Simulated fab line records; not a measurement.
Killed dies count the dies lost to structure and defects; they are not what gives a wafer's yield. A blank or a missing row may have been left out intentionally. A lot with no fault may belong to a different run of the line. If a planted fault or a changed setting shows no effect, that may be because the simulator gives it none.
One fault through the eyes of 2 desks | flow sky130 | each desk holds nothing but its own numbers, with what lay behind them at the end

FROM THE METROLOGY DESK
What the gauges read for every lot (on any tool): the sampled wafers with a number, averaged. Any lot whose mean is over 4 standard deviations away from the usual mean is out of limits and marked OUT; that distance is given in the brackets.
Columns: A = LDD_HVP_TW at SKY_LDD_HVP_TW_MEAS_10, usual 456; B = LDD_LDN_OVL at SKY_LDD_LDN_OVL_MEAS_07, usual 0.2 nm
lot  | first seen here | A   | B
L206 | day 21 11:39    | 452 | 1.0
L209 | day 22 21:07    | 459 | -0.1
L211 | day 23 14:04    | 456 | 0.4
L217 | day 26 13:29    | 452 | -0.8
L226 | day 28 08:24    | 452 | 1.5
L227 | day 28 15:46    | 452 | 3.0
This desk found nothing out of limits on any of the 6 lots.

DESK OF THE TOOL OWNER: implanter-04
For each lot that ran on this tool, the mean over its sampled wafers that have a number, from the tool's own readings at SKY_LDD_LDN_IMPLANT_10. Any lot whose mean is over 4 standard deviations away from the usual mean is out of limits and marked OUT; that distance is given in the brackets.
Columns: A = beam_energy_keV at SKY_LDD_LDN_IMPLANT_10, usual 14.999; B = end_station_pressure_torr at SKY_LDD_LDN_IMPLANT_10, usual 5e-06 Torr; C = rotation_deg at SKY_LDD_LDN_IMPLANT_10, usual 203.00 degrees
lot  | first seen here | A                        | B     | C
L209 | day 24 03:16    | 16.236 (+99 or more) OUT | 5e-06 | 202.99
L211 | day 24 19:37    | 16.235 (+99 or more) OUT | 5e-06 | 203.02
L217 | day 27 18:51    | 14.997                   | 5e-06 | 203.01
This desk's verdict: out of limits on L209, L211, starting with L209 at day 24 03:16 (beam_energy_keV at SKY_LDD_LDN_IMPLANT_10). L217 stayed within limits.

ALL TOGETHER
The tool owner's desk had the chance to raise an alarm at day 24 03:16 on L209, L211.
From the metrology desk's view, nothing was out of limits.
The metrology desk holds a record of L209, L211, inside its limits.
On implanter-04, each named lot ran SKY_LDD_LDN_IMPLANT_10.

WHAT WAS PUT IN BY THE SIMULATOR
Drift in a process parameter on implanter-04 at SKY_LDD_LDN_IMPLANT_10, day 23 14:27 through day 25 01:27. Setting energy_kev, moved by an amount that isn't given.
Lots struck among those shown: L209, L211.
Hours from the fault's start to each desk's first reading out of limits: the tool owner's desk, 13.
